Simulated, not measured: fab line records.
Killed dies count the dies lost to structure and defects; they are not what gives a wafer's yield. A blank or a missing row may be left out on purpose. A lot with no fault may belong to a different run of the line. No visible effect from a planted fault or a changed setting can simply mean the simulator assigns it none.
Split-lot trial :: flow sfq-line :: 5 lots, 23 wafers read, on a route of 325 steps

## THE SPLIT ITSELF
At SFQ_TRILAYER_M4_BARC_OPEN_METAL_ETCH_123 (etches BARC in O2, target depth 125 nm, time 41.7 s), the setting time-s was moved away from the recipe's 41.7 s on 8 of the 23 wafers read, by -9.6% to +7.0%. All remaining wafers had this setting at the recipe value.

Reading taken at the split's own step.

## THE READING
oes-product-au, in a.u., at SFQ_TRILAYER_M4_BARC_OPEN_METAL_ETCH_123 (etches BARC in O2, target depth 125 nm, time 41.7 s). On this fab line, fault-free wafers typically give 0.684 a.u. with a standard deviation of 0.0048 a.u.

wafer: L075.2
tool, chamber at the split: rie-metal-04, 1
time-s as run, s: 41.7
against the recipe: recipe
oes-product-au, a.u.: 0.689
against lot-mates on the recipe: -

wafer: L075.3
tool, chamber at the split: rie-metal-04, 1
time-s as run, s: 41.7
against the recipe: recipe
oes-product-au, a.u.: 0.685
against lot-mates on the recipe: -

wafer: L075.4
tool, chamber at the split: rie-metal-04, 0
time-s as run, s: 41.7
against the recipe: recipe
oes-product-au, a.u.: 0.684
against lot-mates on the recipe: -

wafer: L075.5
tool, chamber at the split: rie-metal-04, 1
time-s as run, s: 41.7
against the recipe: recipe
oes-product-au, a.u.: 0.691
against lot-mates on the recipe: -

wafer: L075.6
tool, chamber at the split: rie-metal-04, 0
time-s as run, s: 41.7
against the recipe: recipe
oes-product-au, a.u.: 0.684
against lot-mates on the recipe: -

wafer: L077.1
tool, chamber at the split: rie-metal-02, 1
time-s as run, s: 44.62
against the recipe: +7.0%
oes-product-au, a.u.: 0.679
against lot-mates on the recipe: -0.010

wafer: L077.2
tool, chamber at the split: rie-metal-02, 0
time-s as run, s: 44.62
against the recipe: +7.0%
oes-product-au, a.u.: 0.672
against lot-mates on the recipe: -0.017

wafer: L077.4
tool, chamber at the split: rie-metal-02, 0
time-s as run, s: 41.7
against the recipe: recipe
oes-product-au, a.u.: 0.688
against lot-mates on the recipe: -

wafer: L077.5
tool, chamber at the split: rie-metal-02, 1
time-s as run, s: 41.7
against the recipe: recipe
oes-product-au, a.u.: 0.690
against lot-mates on the recipe: -

wafer: L077.6
tool, chamber at the split: rie-metal-02, 0
time-s as run, s: 44.62
against the recipe: +7.0%
oes-product-au, a.u.: 0.681
against lot-mates on the recipe: -0.008

wafer: L079.1
tool, chamber at the split: rie-metal-04, 0
time-s as run, s: 41.7
against the recipe: recipe
oes-product-au, a.u.: 0.688
against lot-mates on the recipe: -

wafer: L079.4
tool, chamber at the split: rie-metal-04, 0
time-s as run, s: 41.7
against the recipe: recipe
oes-product-au, a.u.: 0.686
against lot-mates on the recipe: -

wafer: L079.6
tool, chamber at the split: rie-metal-04, 1
time-s as run, s: 41.7
against the recipe: recipe
oes-product-au, a.u.: 0.686
against lot-mates on the recipe: -

wafer: L080.1
tool, chamber at the split: rie-metal-04, 0
time-s as run, s: 37.7
against the recipe: -9.6%
oes-product-au, a.u.: 0.723
against lot-mates on the recipe: +0.037

wafer: L080.2
tool, chamber at the split: rie-metal-04, 1
time-s as run, s: 41.7
against the recipe: recipe
oes-product-au, a.u.: 0.681
against lot-mates on the recipe: -

wafer: L080.3
tool, chamber at the split: rie-metal-04, 1
time-s as run, s: 37.7
against the recipe: -9.6%
oes-product-au, a.u.: 0.728
against lot-mates on the recipe: +0.042

wafer: L080.5
tool, chamber at the split: rie-metal-04, 1
time-s as run, s: 37.7
against the recipe: -9.6%
oes-product-au, a.u.: 0.715
against lot-mates on the recipe: +0.029

wafer: L080.6
tool, chamber at the split: rie-metal-04, 0
time-s as run, s: 41.7
against the recipe: recipe
oes-product-au, a.u.: 0.690
against lot-mates on the recipe: -

wafer: L084.1
tool, chamber at the split: rie-metal-03, 1
time-s as run, s: 41.7
against the recipe: recipe
oes-product-au, a.u.: 0.688
against lot-mates on the recipe: -

wafer: L084.2
tool, chamber at the split: rie-metal-03, 1
time-s as run, s: 41.7
against the recipe: recipe
oes-product-au, a.u.: 0.679
against lot-mates on the recipe: -

wafer: L084.3
tool, chamber at the split: rie-metal-03, 1
time-s as run, s: 37.84
against the recipe: -9.3%
oes-product-au, a.u.: 0.716
against lot-mates on the recipe: +0.033

wafer: L084.5
tool, chamber at the split: rie-metal-03, 1
time-s as run, s: 41.7
against the recipe: recipe
oes-product-au, a.u.: 0.682
against lot-mates on the recipe: -

wafer: L084.6
tool, chamber at the split: rie-metal-03, 1
time-s as run, s: 37.84
against the recipe: -9.3%
oes-product-au, a.u.: 0.711
against lot-mates on the recipe: +0.028

THE FIT
A straight line over all 23 wafers: oes-product-au changes by -0.00278 a.u. for each +1% of time-s; r = -0.92; the points scatter about the line by 0.006 a.u.
The same after taking each lot's own level away (the mean of its wafers on the recipe; 23 wafers): -0.00302 a.u. for each +1%; r = -0.95; scatter 0.0053 a.u.
That fit puts the effect of the largest move of time-s on the reading at 0.029 a.u.
Across the lots, their own levels run from 0.6830 to 0.6890 a.u., a range of 1.3 times the standard deviation given above.
The two slopes agree, so the slope changes little with the lot-to-lot level.
Check: +0.0302 a.u. against its lot-mates is what the line predicts for one of the wafers moved furthest among these (-9.6%) when that wafer is left out of the fit. Against them it came out at +0.0375 a.u.
Tool readings at the split's step, against how far the setting was moved: oes-product-au r = -0.92.

## OTHER SPLITS ON THESE WAFERS
Note: prior to the reading, these wafers also went through further splits. Each is held against what the fit with the lots' levels taken away leaves over:
other split on the same wafers: SFQ_TRILAYER_I1_VIA_BARC_OPEN_VIA_ETCH_071 source-w
wafers away from the commonest value: 8
r with oes-product-au (lot level and that fit taken away): -0.15

other split on the same wafers: SFQ_TRILAYER_I2_VIA_LITHO_COAT_072 spin-rpm
wafers away from the commonest value: 10
r with oes-product-au (lot level and that fit taken away): +0.37

other split on the same wafers: SFQ_TRILAYER_I2_VIA_BARC_OPEN_VIA_ETCH_096 time-s
wafers away from the commonest value: 11
r with oes-product-au (lot level and that fit taken away): -0.20

other split on the same wafers: SFQ_TRILAYER_M3_DEP_SPUTTER_073 time-s
wafers away from the commonest value: 9
r with oes-product-au (lot level and that fit taken away): +0.11

other split on the same wafers: SFQ_TRILAYER_M3_ETCH_METAL_ETCH_078 time-s
wafers away from the commonest value: 7
r with oes-product-au (lot level and that fit taken away): +0.29

other split on the same wafers: SFQ_TRILAYER_I3_CMP_CMP_082 down-force-psi
wafers away from the commonest value: 5
r with oes-product-au (lot level and that fit taken away): +0.13

other split on the same wafers: SFQ_TRILAYER_M4_LITHO_EXPOSE_094 dose-mj
wafers away from the commonest value: 9
r with oes-product-au (lot level and that fit taken away): -0.20

## THE WHOLE CHAIN: every reading that the file lists as answering this split, in the file's order
step: SFQ_TRILAYER_M4_BARC_OPEN_METAL_ETCH_123
what it does: etches BARC in O2, target depth 125 nm, time 41.7 s
reading: oes-product-au
change (the file's fit): -0.00312 a.u. for each +1% of the setting
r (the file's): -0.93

step: SFQ_TRILAYER_M4_BARC_OPEN_METAL_ETCH_123
what it does: etches BARC in O2, target depth 125 nm, time 41.7 s
reading: KrF_of_TRILAYER_M4_LITHO_COAT_093.thk-nm (the simulator's own value, which no gauge read)
change (the file's fit): -0.558 nm for each +1% of the setting
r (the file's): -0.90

## THE FILE'S OWN FIT
oes-product-au changes by -0.00312 a.u. for each +1% of time-s, r = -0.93.
